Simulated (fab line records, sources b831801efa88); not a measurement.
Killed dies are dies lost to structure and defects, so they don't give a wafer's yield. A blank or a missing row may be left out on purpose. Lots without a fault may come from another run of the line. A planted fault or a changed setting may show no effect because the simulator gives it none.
fab line records | flow sky130
record lots=11 wafers=33 last_day=50
route steps=708 shown POLY_GATE@229 LDD_HVN@276 LDD_LDN@293
lots that met no fault: from a run of the same line without faults
start_h: hours from the record's first day to the start of the lot's first wafer shown | wait_h: hours since the lot's step before | " the same as in the row above | L1.1+2: a row that stands for several wafers | - no value, or no start given | * or withheld: withheld | < > ~ a bound
route shown NAME@n: a module of which the file shows steps, and the number in the route of the first | usual: mean/standard deviation of fault-free wafers | same: alike in all rows | chamber/n: place in a boat | sites: the reading at each site | _std_site: their standard deviation | _edge_site: outer sites' mean less inner sites' | radius_mm: how far each site lies from the wafer's centre | mask NAME#n: copy n | behind: the tool/chamber that last shaped the wafer | hold: why the lot was held/for how many hours/how that ended | device: the transistor (n, p or np) that didn't switch | end of line: the same wafers' tests at the end of the route | a step without rows: its recipe alone | killed: dies lost to structure and defects at the first sort, not the wafer's yield | map: a wafer's dies, x killed, . not, _ none there
set.NAME: the setting as run; set.NAME@STEP: as run at that earlier step | model.NAME: the simulator's own value behind a step, which no gauge read
steps of the route over a sample of lots; a table a step, a row a wafer
services: from which hour (start_h, from the record's first day; less than 0 if before it) a tool's chamber was out of use, for how many hours, and why
## steps
# step SKY_POLY_GATE_ETCH_15
# recipe chemistry=N2/H2 target=BARC ion_energy_ev=200 source_w=500 bias_w=100 pressure_mtorr=30 n2_flow_sccm=100 h2_flow_sccm=200 stop_on=SiO2 time_s=118.5 target_depth_a=1100
# usual drypump_motor_current_A=5.75/0.29 n2_flow_sccm=100.03/0.29 oes_product_au=0.716/0.0045 throttle_valve_pct=13.213/0.0093
# columns lot.wafer tool chamber start_h wait_h drypump_motor_current_A n2_flow_sccm oes_product_au rf_hours_counter_h throttle_valve_pct
L414.4 rie_diel-02 0 361.72 0.0 6.03 99.54 0.714 28 13.211
L414.5 " 1 " " 5.70 100.33 0.709 - 13.208
L414.6 " 0 " " 6.02 99.76 0.715 - 13.212
L416.1 rie_diel-04 2 379.09 0.0 5.72 99.88 0.713 5 13.225
L416.5 " 0 " " 5.88 99.85 0.716 - 13.217
L416.6 " 1 " " 5.86 100.22 0.714 - 13.214
L418.1 rie_diel-01 0 400.62 0.0 5.38 100.07 0.715 92 13.202
L418.3 " 2 " " 6.20 100.05 0.715 7 13.205
L418.5 " 1 " " 6.10 100.05 0.711 - 13.211
L419.2 rie_diel-01 3 403.77 0.0 5.36 100.73 0.713 44 13.211
L419.3 " 0 " " 5.40 100.20 0.713 92 13.217
L419.4 " 2 " " 6.21 99.68 0.720 - 13.220
L421.2 rie_diel-04 0 421.37 0.0 5.86 100.03 0.719 19 13.207
L421.4 " 2 " " 5.75 100.12 0.717 6 13.207
L421.6 " 3 " " 6.06 100.57 0.710 - 13.212
L428.1 rie_diel-01 2 485.57 0.0 6.19 100.05 0.721 9 13.217
L428.4 " 3 " " 5.40 99.99 0.712 46 13.210
L428.5 " 3 " " 5.39 99.48 0.723 - 13.230
L429.3 rie_diel-04 0 501.59 0.0 5.87 100.45 0.717 20 13.220
L429.4 " 1 " " 5.81 100.16 0.720 87 13.223
L429.5 " 1 " " 5.82 100.29 0.720 - 13.217
L430.1 rie_diel-02 3 507.17 0.0 5.75 100.28 0.715 11 13.214
L430.2 " 1 " " 5.67 100.26 0.713 7 13.211
L430.3 " 0 " " 6.01 100.07 0.708 31 13.232
L431.2 rie_diel-02 3 516.32 0.0 5.78 100.00 0.705 11 13.217
L431.4 " 0 " " 6.03 100.03 0.717 31 13.197
L431.5 " 2 " " 5.20 99.39 0.715 - 13.217
L432.3 rie_diel-04 0 526.12 0.0 5.85 99.92 0.720 20 13.218
L432.4 " 2 " " 5.72 100.55 0.718 - 13.202
L432.5 " 3 " " 6.03 100.10 0.722 - 13.204
L436.4 rie_diel-02 3 556.97 0.0 5.75 100.04 0.716 12 13.200
L436.5 " 0 " " 6.03 99.79 0.718 - 13.217
L436.6 " 3 " " 5.80 100.06 0.710 - 13.215
# step SKY_LDD_HVN_STRIP_09
# recipe chemistry=O2/N2 power_w=1400 pressure_mtorr=1500 platen_temp_c=withheld o2_flow_sccm=3000 n2_flow_sccm=300 overash_fraction=0.5
# usual drypump_motor_current_A=6.1/0.41 n2_flow_sccm=300.1/0.94 oes_product_au=0.409/0.0043 strip_time_to_endpoint_s=4.140/0.012
# columns lot.wafer tool chamber start_h wait_h drypump_motor_current_A n2_flow_sccm oes_product_au rf_hours_counter_h strip_time_to_endpoint_s
L414.4 plasma_asher-02 1 454.25 0.1 6.0 300.8 0.411 - 4.136
L414.5 " 1 " " 6.0 298.7 0.411 - 4.144
L414.6 " 0 " " 5.7 300.4 0.400 - 4.135
L416.1 plasma_asher-01 0 475.00 0.1 6.2 300.8 0.411 36 4.126
L416.5 " 0 " " 6.3 301.3 0.404 - 4.156
L416.6 " 1 " " 6.5 300.9 0.408 - 4.147
L418.1 plasma_asher-01 0 496.35 0.1 6.3 297.7 0.409 38 4.149
L418.3 " 0 " " 6.2 300.6 0.409 - 4.143
L418.5 " 1 " " 6.5 298.4 0.411 - 4.154
L419.2 plasma_asher-04 1 500.27 0.1 6.0 299.6 0.405 7 4.126
L419.3 " 1 " " 6.0 299.2 0.410 - 4.125
L419.4 " 0 " " 5.2 298.4 0.409 - 4.136
L421.2 plasma_asher-02 1 519.27 0.1 6.0 299.2 0.415 77 4.135
L421.4 " 0 " " 5.6 302.2 0.400 - 4.154
L421.6 " 1 " " 6.0 298.8 0.408 - 4.137
L428.1 plasma_asher-04 0 578.77 0.1 5.3 300.3 0.411 15 4.161
L428.4 " 1 " " 6.0 301.2 0.405 - 4.146
L428.5 " 0 " " 5.2 300.4 0.407 - 4.138
L429.3 plasma_asher-01 0 594.85 0.1 6.3 301.1 0.408 - 4.140
L429.4 " 1 " " 6.5 298.1 0.412 - 4.130
L429.5 " 1 " " 6.5 299.7 0.408 - 4.139
L430.1 plasma_asher-01 0 598.72 0.1 6.2 299.3 0.408 49 4.156
L430.2 " 1 " " 6.5 300.4 0.411 49 4.151
L430.3 " 0 " " 6.3 299.4 0.407 - 4.159
L431.2 plasma_asher-04 0 610.37 0.1 5.3 301.1 0.407 19 4.120
L431.4 " 0 " " 5.3 298.8 0.414 - 4.138
L431.5 " 1 " " 5.9 299.7 0.420 - 4.130
L432.3 plasma_asher-01 0 617.50 0.1 6.2 300.5 0.406 - 4.138
L432.4 " 1 " " 6.5 299.7 0.410 - 4.150
L432.5 " 0 " " 6.3 300.4 0.411 - 4.144
L436.4 plasma_asher-04 1 650.75 0.1 6.0 300.1 0.405 - 4.160
L436.5 " 1 " " 6.0 300.4 0.412 - 4.135
L436.6 " 0 " " 5.2 298.6 0.407 - 4.140
# step SKY_LDD_LDN_EXPOSE_04
# recipe mask_id=LDNTM na=0.6 source_shape=conventional sigma_outer=0.6 polarization=unpolarized target_cd_nm=700 dose_mj=140
# columns lot.wafer tool chamber start_h wait_h mask
L414.4+5+6 iline_stepper-01 0 500.87 - LDNTM#0
L416.1+5+6 iline_stepper-02 0 521.31 - LDNTM#0
L418.1+3+5 iline_stepper-01 0 541.99 - LDNTM#0
L419.2+3+4 iline_stepper-02 0 546.36 - LDNTM#0
L421.2+4+6 iline_stepper-02 0 565.00 - LDNTM#0
L428.1+4+5 iline_stepper-01 0 621.21 - LDNTM#0
L429.3+4+5 iline_stepper-01 0 638.42 - LDNTM#0
L430.1+2+3 iline_stepper-02 0 643.06 - LDNTM#0
L431.2+4+5 iline_stepper-01 0 653.71 - LDNTM#0
L432.3+4+5 iline_stepper-02 0 660.74 - LDNTM#0
L436.4+5+6 iline_stepper-02 0 692.72 - LDNTM#0
# step SKY_LDD_LDN_OVL_MEAS_07
# usual LDD_LDN_OVL=-0.5/1.2
# columns lot.wafer tool chamber start_h wait_h LDD_LDN_OVL[nm]
L414.4 overlay-01 - 516.35 0.1 0.0
L414.5 " - " " 1.0
L414.6 " - " " 1.0
L416.1 overlay-01 - 536.21 0.1 -2.3
L416.5 " - " " -0.5
L416.6 " - " " -1.6
L418.1 overlay-01 - 556.28 0.1 -0.4
L418.3 " - " " -1.3
L418.5 " - " " -0.5
L419.2 overlay-02 - 560.34 0.1 -2.3
L419.3 " - " " -1.2
L419.4 " - " " -1.0
L421.2 overlay-01 - 579.39 0.1 0.3
L421.4 " - " " 0.6
L421.6 " - " " 1.3
L428.1 overlay-01 - 635.56 0.1 -53.9
L428.4 " - " " -53.7
L428.5 " - " " -53.5
L429.3 overlay-02 - 652.55 0.1 -52.2
L429.4 " - " " -53.1
L429.5 " - " " -51.7
L430.1 overlay-02 - 657.03 0.1 -0.3
L430.2 " - " " -0.6
L430.3 " - " " -0.8
L431.2 overlay-01 - 667.77 0.1 -52.7
L431.4 " - " " -52.4
L431.5 " - " " -53.9
L432.3 overlay-01 - 675.07 0.1 -0.5
L432.4 " - " " -1.3
L432.5 " - " " -1.0
L436.4 overlay-01 - 706.83 0.1 -2.0
L436.5 " - " " -2.4
L436.6 " - " " -2.5
# step SKY_LDD_LDN_STRIP_12
# recipe chemistry=O2/N2 power_w=1400 pressure_mtorr=1500 platen_temp_c=withheld o2_flow_sccm=3000 n2_flow_sccm=300 overash_fraction=0.5
# usual drypump_motor_current_A=6.0/0.44 n2_flow_sccm=300.1/0.79 oes_product_au=0.715/0.005 strip_time_to_endpoint_s=14.19/0.038
# columns lot.wafer tool chamber start_h wait_h drypump_motor_current_A n2_flow_sccm oes_product_au rf_hours_counter_h strip_time_to_endpoint_s
L414.4 plasma_asher-04 1 517.00 0.1 6.0 300.9 0.715 - 14.19
L414.5 " 0 " " 5.2 299.9 0.711 - 14.17
L414.6 " 1 " " 6.0 300.1 0.721 - 14.19
L416.1 plasma_asher-04 1 536.85 0.1 6.0 300.2 0.705 11 14.12
L416.5 " 0 " " 5.3 299.4 0.716 - 14.16
L416.6 " 1 " " 6.0 299.3 0.723 - 14.19
L418.1 plasma_asher-04 1 556.92 0.1 6.0 298.5 0.716 13 14.13
L418.3 " 0 " " 5.3 301.2 0.709 - 14.13
L418.5 " 1 " " 6.0 299.4 0.712 - 14.15
L419.2 plasma_asher-03 1 560.97 0.1 5.9 300.2 0.714 77 14.20
L419.3 " 1 " " 5.9 299.8 0.709 - 14.24
L419.4 " 0 " " 5.5 300.4 0.715 - 14.18
L421.2 plasma_asher-01 0 580.02 0.1 6.2 300.3 0.720 47 14.18
L421.4 " 0 " " 6.3 301.8 0.710 - 14.23
L421.6 " 1 " " 6.5 299.9 0.712 - 14.18
L428.1 plasma_asher-01 1 636.20 0.1 6.5 299.8 0.713 52 14.16
L428.4 " 0 " " 6.3 301.0 0.720 - 14.14
L428.5 " 1 " " 6.5 300.4 0.714 - 14.18
L429.3 plasma_asher-01 1 653.20 0.1 6.5 300.3 0.704 - 14.15
L429.4 " 0 " " 6.2 299.9 0.713 - 14.15
L429.5 " 0 " " 6.3 300.1 0.714 - 14.13
L430.1 plasma_asher-01 1 657.67 0.1 6.5 300.3 0.725 55 14.18
L430.2 " 0 " " 6.2 301.4 0.707 55 14.17
L430.3 " 0 " " 6.3 301.0 0.719 - 14.24
L431.2 plasma_asher-04 0 668.40 0.1 5.3 299.3 0.711 24 14.22
L431.4 " 1 " " 6.0 300.2 0.718 - 14.19
L431.5 " 1 " " 6.0 298.9 0.718 - 14.19
L432.3 plasma_asher-01 1 675.73 0.1 6.5 300.5 0.716 - 14.13
L432.4 " 0 " " 6.3 300.0 0.712 - 14.16
L432.5 " 1 " " 6.5 300.6 0.702 - 14.10
L436.4 plasma_asher-01 1 707.48 0.1 6.5 299.8 0.721 - 14.21
L436.5 " 1 " " 6.5 300.3 0.720 - 14.18
L436.6 " 0 " " 6.3 298.7 0.713 - 14.23
## services
# columns tool chamber start_h hours kind
iline_stepper-02 - 353.97 2.1 pm
rie_diel-02 - 363.24 0.8 repair
rie_diel-02 2 385.78 3.3 repair
plasma_asher-04 - 388.27 2.8 repair
plasma_asher-04 - 409.57 0.5 repair
plasma_asher-04 - 421.25 9.0 pm
iline_stepper-02 - 433.87 1.3 repair
rie_diel-02 1 439.54 3.3 repair
rie_diel-04 0 455.25 2.1 repair
iline_stepper-01 - 475.63 13.6 repair
rie_diel-02 1 476.78 16.0 repair
iline_stepper-01 - 492.81 1.7 pm
iline_stepper-01 - 514.87 0.6 repair
rie_diel-04 - 520.76 4.3 pm
iline_stepper-02 - 523.66 4.4 pm
iline_stepper-02 - 528.10 1.7 pm
rie_diel-04 - 529.73 0.8 repair
plasma_asher-01 - 547.37 0.4 repair
iline_stepper-02 - 569.77 1.3 repair
iline_stepper-01 - 576.54 2.6 repair
rie_diel-04 0 596.90 5.9 repair
iline_stepper-02 - 601.36 2.6 repair
plasma_asher-01 - 671.89 0.4 repair
plasma_asher-04 - 679.80 14.6 pm
## key
first_sign step=SKY_LDD_LDN_OVL_MEAS_07 reading=LDD_LDN_OVL direction=down sigmas=45 usual=-0.5 struck=-53.0
effect none on later readings
met_at SKY_LDD_LDN_EXPOSE_04
struck_lots L428,L429,L431
tester_left_out L428,L429,L431
not_acting_at SKY_POLY_GATE_ETCH_15,SKY_LDD_HVN_STRIP_09,SKY_LDD_LDN_STRIP_12
onset_between 541.99 621.21
fault kind=scanner_matching_overlay tool=iline_stepper-01 chamber=- onset_h=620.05 steps=SKY_LDD_LDN_EXPOSE_04 offset=-52.651
# tester_left_out: of these lots the tester's yield and bins aren't shown, on N5 and GAA mostly nor the transistor test; their killed dies are dies lost to structure and defects alone, not to doping, threshold or leakage, so they don't give the yield
